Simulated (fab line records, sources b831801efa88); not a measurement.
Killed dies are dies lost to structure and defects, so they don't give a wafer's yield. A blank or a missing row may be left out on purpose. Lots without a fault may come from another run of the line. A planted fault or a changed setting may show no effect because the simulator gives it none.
Which tool did it? | flow gf180mcu | 24 lots, 72 wafers sampled, at 4 steps of a route of 602

WHAT THE GAUGES READ, wafer by wafer
GF_M1_THK_MEAS_06: measures by xrf. Usual: M1_ALCU_THK 438 nm, standard deviation 5.7.
lot  | measured     | on            | M1_ALCU_THK (nm) | flag
L074 | day 16 07:16 | film_metro-04 | 449 446 439      |
L075 | day 16 17:24 | film_metro-01 | 443 441 442      |
L076 | day 17 05:31 | film_metro-03 | 431 426 430      |
L077 | day 17 14:26 | film_metro-01 | 440 443 442      |
L078 | day 17 19:31 | film_metro-04 | 444 435 442      |
L079 | day 18 12:05 | film_metro-03 | 454 446 441      |
L080 | day 18 17:25 | film_metro-03 | 436 444 437      |
L081 | day 19 00:05 | film_metro-03 | 441 438 433      |
L082 | day 19 05:09 | film_metro-01 | 440 441 442      |
L083 | day 19 20:57 | film_metro-04 | 434 444 436      |
L084 | day 20 01:19 | film_metro-01 | 429 434 438      |
L085 | day 20 10:59 | film_metro-03 | 433 435 431      |
L086 | day 20 16:27 | film_metro-03 | 444 437 435      |
L087 | day 21 01:12 | film_metro-03 | 447 445 441      |
L088 | day 21 10:45 | film_metro-04 | 437 430 437      |
L089 | day 21 20:22 | film_metro-04 | 435 437 437      |
L090 | day 22 04:35 | film_metro-04 | 439 445 437      |
L091 | day 22 14:20 | film_metro-03 | 437 430 439      |
L092 | day 22 22:13 | film_metro-03 | 433 434 433      |
L093 | day 23 05:56 | film_metro-04 | 439 431 434      |
L094 | day 23 12:07 | film_metro-04 | 429 423 430      |
L095 | day 23 19:20 | film_metro-04 | 445 439 440      |
L096 | day 24 05:32 | film_metro-01 | 435 436 432      |
L097 | day 24 14:04 | film_metro-04 | 450 441 451      |

GF_M2_CD_MEAS_14: target cd 280 nm. Usual: cd_nm 280.3 nm, standard deviation 1.1.
lot  | measured     | on        | cd_nm (nm)        | flag
L074 | day 19 08:52 | cd_sem-01 | 279.3 281.2 278.9 |
L075 | day 19 18:29 | cd_sem-01 | 279.0 279.6 279.2 |
L076 | day 20 08:49 | cd_sem-02 | 280.4 280.3 280.7 |
L077 | day 20 18:32 | cd_sem-02 | 279.2 281.7 280.2 |
L078 | day 20 22:44 | cd_sem-01 | 282.3 282.2 282.2 |
L079 | day 21 19:58 | cd_sem-01 | 281.7 279.9 281.6 |
L080 | day 21 21:05 | cd_sem-01 | 280.1 280.4 280.3 |
L081 | day 22 03:56 | cd_sem-01 | 280.1 281.1 281.8 |
L082 | day 22 08:04 | cd_sem-02 | 280.3 279.8 280.5 |
L083 | day 22 23:20 | cd_sem-01 | 280.3 281.2 280.7 |
L084 | day 23 04:29 | cd_sem-02 | 281.8 280.7 281.1 |
L085 | day 23 13:37 | cd_sem-01 | 280.9 280.6 281.6 |
L086 | day 23 16:39 | cd_sem-01 | 281.0 281.2 281.7 |
L087 | day 24 00:52 | cd_sem-02 | 281.0 280.2 281.7 |
L088 | day 24 10:50 | cd_sem-02 | 279.0 276.8 277.4 |
L089 | day 24 19:55 | cd_sem-01 | 279.8 280.2 280.4 |
L090 | day 25 03:03 | cd_sem-02 | 279.6 279.6 280.3 |
L091 | day 25 11:30 | cd_sem-02 | 281.5 281.2 281.8 |
L092 | day 25 20:31 | cd_sem-01 | 280.6 279.1 279.8 |
L093 | day 26 02:19 | cd_sem-01 | 280.6 281.4 280.7 |
L094 | day 26 08:34 | cd_sem-02 | 278.7 279.1 279.7 |
L095 | day 26 15:55 | cd_sem-02 | 279.2 279.5 279.4 |
L096 | day 27 00:42 | cd_sem-02 | 279.6 279.2 280.0 |
L097 | day 27 07:29 | cd_sem-01 | 280.9 280.3 279.9 |

WHICH TOOL RAN EACH LOT (tool, then ch and the chambers of the sampled wafers, then the start)
lot  | GF_V1_CVD_23                  | GF_M2_SPUTTER_04
L074 | cvd_w-02 ch 0,1, day 18 07:45 | pvd_sputter-03, day 18 08:32
L075 | cvd_w-02 ch 0,1, day 18 17:46 | pvd_sputter-03, day 18 18:32
L076 | cvd_w-02 ch 0,1, day 19 07:09 | pvd_sputter-03, day 19 07:55
L077 | cvd_w-02 ch 0,1, day 19 17:29 | pvd_sputter-03, day 19 18:16
L078 | cvd_w-02 ch 0,1, day 19 21:59 | pvd_sputter-04, day 19 22:43
L079 | cvd_w-02 ch 0,1, day 20 15:01 | pvd_sputter-03, day 20 20:07
L080 | cvd_w-01 ch 0,1, day 20 20:06 | pvd_sputter-03, day 20 20:52
L081 | cvd_w-02 ch 0,1, day 21 03:22 | pvd_sputter-02, day 21 04:09
L082 | cvd_w-02 ch 0,1, day 21 07:45 | pvd_sputter-02, day 21 08:29
L083 | cvd_w-02 ch 1, day 21 23:23   | pvd_sputter-03, day 22 00:10
L084 | cvd_w-01 ch 0,1, day 22 04:12 | pvd_sputter-04, day 22 04:56
L085 | cvd_w-02 ch 0,1, day 22 13:42 | pvd_sputter-02, day 22 14:28
L086 | cvd_w-02 ch 0,1, day 22 17:16 | pvd_sputter-02, day 22 18:02
L087 | cvd_w-02 ch 0,1, day 23 02:03 | pvd_sputter-03, day 23 02:50
L088 | cvd_w-01 ch 0,1, day 23 11:22 | pvd_sputter-02, day 23 12:09
L089 | cvd_w-02 ch 0,1, day 23 21:04 | pvd_sputter-03, day 23 21:50
L090 | cvd_w-01 ch 1, day 24 04:26   | pvd_sputter-02, day 24 05:14
L091 | cvd_w-02 ch 0,1, day 24 13:28 | pvd_sputter-04, day 24 14:14
L092 | cvd_w-02 ch 0,1, day 24 21:59 | pvd_sputter-03, day 24 22:47
L093 | cvd_w-01 ch 0,1, day 25 04:30 | pvd_sputter-02, day 25 05:16
L094 | cvd_w-02 ch 0, day 25 10:34   | pvd_sputter-04, day 25 11:20
L095 | cvd_w-02 ch 1, day 25 17:46   | pvd_sputter-02, day 25 18:32
L096 | cvd_w-02 ch 0,1, day 26 02:59 | pvd_sputter-04, day 26 03:45
L097 | cvd_w-02 ch 0,1, day 26 10:23 | pvd_sputter-04, day 26 11:08
- GF_V1_CVD_23: deposits W, target thk 350 nm, time 105.05 s.
- GF_M2_SPUTTER_04: material TiN, target thk 50 nm, time 41.7 s.

WHAT THE TOOLS THEMSELVES READ (means of the sampled wafers that have a number; where no wafer has one, the mark that the record gives instead)
GF_V1_CVD_23. Usual: heater_power_w 892 W, standard deviation 46.
lot  | tool     | heater_power_w (W) | flag
L074 | cvd_w-02 | 902                |
L075 | cvd_w-02 | 861                |
L076 | cvd_w-02 | 873                |
L077 | cvd_w-02 | 879                |
L078 | cvd_w-02 | 898                |
L079 | cvd_w-02 | 904                |
L080 | cvd_w-01 | 903                |
L081 | cvd_w-02 | 872                |
L082 | cvd_w-02 | 912                |
L083 | cvd_w-02 | 844                |
L084 | cvd_w-01 | 887                |
L085 | cvd_w-02 | 913                |
L086 | cvd_w-02 | 880                |
L087 | cvd_w-02 | 870                |
L088 | cvd_w-01 | 899                |
L089 | cvd_w-02 | 888                |
L090 | cvd_w-01 | 857                |
L091 | cvd_w-02 | 916                |
L092 | cvd_w-02 | 908                |
L093 | cvd_w-01 | 899                |
L094 | cvd_w-02 | 949                |
L095 | cvd_w-02 | 844                |
L096 | cvd_w-02 | 878                |
L097 | cvd_w-02 | 912                |

GF_M2_SPUTTER_04. Usual: throttle_valve_pct 30.1 %, standard deviation 0.76.
lot  | tool           | throttle_valve_pct (%) | flag
L074 | pvd_sputter-03 | 29.9                   |
L075 | pvd_sputter-03 | 29.6                   |
L076 | pvd_sputter-03 | 29.8                   |
L077 | pvd_sputter-03 | 29.5                   |
L078 | pvd_sputter-04 | 29.4                   |
L079 | pvd_sputter-03 | 30.0                   |
L080 | pvd_sputter-03 | 30.1                   |
L081 | pvd_sputter-02 | 30.9                   |
L082 | pvd_sputter-02 | 31.3                   |
L083 | pvd_sputter-03 | 29.8                   |
L084 | pvd_sputter-04 | 29.5                   |
L085 | pvd_sputter-02 | 30.8                   |
L086 | pvd_sputter-02 | 29.5                   |
L087 | pvd_sputter-03 | 30.1                   |
L088 | pvd_sputter-02 | 31.1                   |
L089 | pvd_sputter-03 | 29.8                   |
L090 | pvd_sputter-02 | 30.4                   |
L091 | pvd_sputter-04 | 29.4                   |
L092 | pvd_sputter-03 | 30.4                   |
L093 | pvd_sputter-02 | 31.0                   |
L094 | pvd_sputter-04 | 29.7                   |
L095 | pvd_sputter-02 | 30.8                   |
L096 | pvd_sputter-04 | 29.0                   |
L097 | pvd_sputter-04 | 29.8                   |

THE ANSWER, worked out from the rows above alone
Rule: a lot is off if the mean of its wafers that have a number lies more than 3 standard deviations from the usual mean. A lot without any number at a reading at which 4 lots or more have one is off too. The other lots that the step has rows for count as sound. The gauges are gone through in route order, then the tools' own readings, and for those a lot's mean is taken as printed above. The first step at which some lot is off is used, and at that step the reading that is off furthest; a lot without a number counts as furthest.
No lot is off at any reading shown: from this, nothing can be told.

WHAT THE SIMULATOR HAD PUT IN
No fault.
